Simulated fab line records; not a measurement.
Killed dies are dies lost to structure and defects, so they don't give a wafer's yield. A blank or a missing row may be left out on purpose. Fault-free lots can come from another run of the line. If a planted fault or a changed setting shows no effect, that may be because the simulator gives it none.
Chamber matching -- flow sky130 -- SKY_FIELD_ISO_ETCH_14 on rie-diel-02 has 4 sister chambers
The step etches BARC in N2/H2, stops on SiO2, time 45.9 s, target depth 60 nm. 8 wafers are shown with their chamber, then 7 later ones without.

## WAFERS, EACH WITH ITS CHAMBER
wafer,chamber,drypump-motor-current-A (A),oes-product-au (a.u.)
L818.5,1,5.2,0.859
L818.6,0,6.0,0.848
L822.6,3,5.4,0.851
L825.1,0,5.9,0.856
L825.4,3,5.4,0.860
L825.6,2,6.4,0.858
L829.2,2,6.4,0.857
L829.5,1,5.2,0.856

## WAFERS WHOSE CHAMBER IS MISSING
wafer,drypump-motor-current-A (A),oes-product-au (a.u.)
L829.6,5.9,0.863
L834.1,6.0,0.847
L834.3,5.4,0.850
L834.4,6.4,0.863
L839.2,5.9,0.855
L839.3,5.1,0.852
L839.4,6.4,0.861

## EACH ONE'S CHAMBER
wafer,from the rows above,in truth
L829.6,0,0
L834.1,0,0
L834.3,3,3
L834.4,2,2
L839.2,0,0
L839.3,1,1
L839.4,2,2
Placed correctly: 7 of 7. Can't be placed from these rows: 0. 0 placed wrongly.
How it was worked out, from the rows above alone: a wafer's distance from a chamber is the root of the sum, over the readings, of the square of ((its reading less the chamber's mean) divided by the reading's scatter). The wafer belongs to the nearest chamber; if the next one is less than 2 further off, it can't be placed. For every chamber, the mean is computed from those of its wafers that are shown. How the scatter is found: for the shown wafers, subtract from each reading the mean of its chamber, square and add these, divide the total by (wafers less chambers), then take the root.
